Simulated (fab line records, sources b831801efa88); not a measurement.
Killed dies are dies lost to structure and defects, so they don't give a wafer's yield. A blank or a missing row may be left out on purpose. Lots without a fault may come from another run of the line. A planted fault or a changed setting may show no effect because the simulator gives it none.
Chamber matching | flow sky130 | SKY_CONTACT_CMP_04 on cmp-01: 4 sister chambers
The step polishes SiO2. 8 wafers are shown with their chamber, then 12 later ones without.

WAFERS WITH THEIR CHAMBER
wafer  | chamber | motor_current_A (A) | time_to_endpoint_s (s)
L083.6 | 1       | 10.3                | 77
L088.1 | 1       | 10.6                | 81
L089.2 | 2       | 12.7                | 81
L089.3 | 0       | 11.8                | 85
L089.4 | 3       | 13.8                | 82
L091.2 | 0       | 11.9                | 74
L091.3 | 3       | 14.2                | 76
L091.6 | 2       | 11.8                | 76

WAFERS WITHOUT THEIR CHAMBER
wafer  | motor_current_A (A) | time_to_endpoint_s (s)
L093.2 | 11.5                | 82
L093.5 | 10.7                | 77
L093.6 | 11.5                | 78
L094.1 | 12.1                | 85
L094.4 | 13.4                | 80
L094.6 | 10.6                | 81
L095.1 | 11.5                | 81
L095.2 | 11.9                | 80
L095.5 | 13.3                | 82
L097.2 | 14.2                | 82
L097.4 | 12.2                | 82
L097.6 | 13.6                | 80

WHICH CHAMBER EACH WENT THROUGH
wafer  | from the rows above          | in truth
L093.2 | can't be placed: 0 or 2 or 1 | 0
L093.5 | 1                            | 1
L093.6 | can't be placed: 0 or 2 or 1 | 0
L094.1 | can't be placed: 0 or 2      | 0
L094.4 | can't be placed: 3 or 2      | 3
L094.6 | 1                            | 1
L095.1 | can't be placed: 0 or 2 or 1 | 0
L095.2 | can't be placed: 0 or 2      | 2
L095.5 | can't be placed: 3 or 2 or 0 | 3
L097.2 | 3                            | 3
L097.4 | can't be placed: 2 or 0      | 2
L097.6 | 3                            | 3
Placed correctly: 4 of 12. Can't be placed from these rows: 8 (the true chamber is among the candidates in 8). Placed wrongly: 0.
How it was worked out, from the rows above alone: a wafer's distance from a chamber is the root of the sum, over the readings, of the square of ((its reading less the chamber's mean) divided by the reading's scatter). The wafer belongs to the nearest chamber; if the next one is less than 2 further off, it can't be placed. A chamber's mean is the mean of its shown wafers. The scatter: the root of (the sum of the squares of (reading less its chamber's mean) over the shown wafers, divided by (wafers less chambers)).
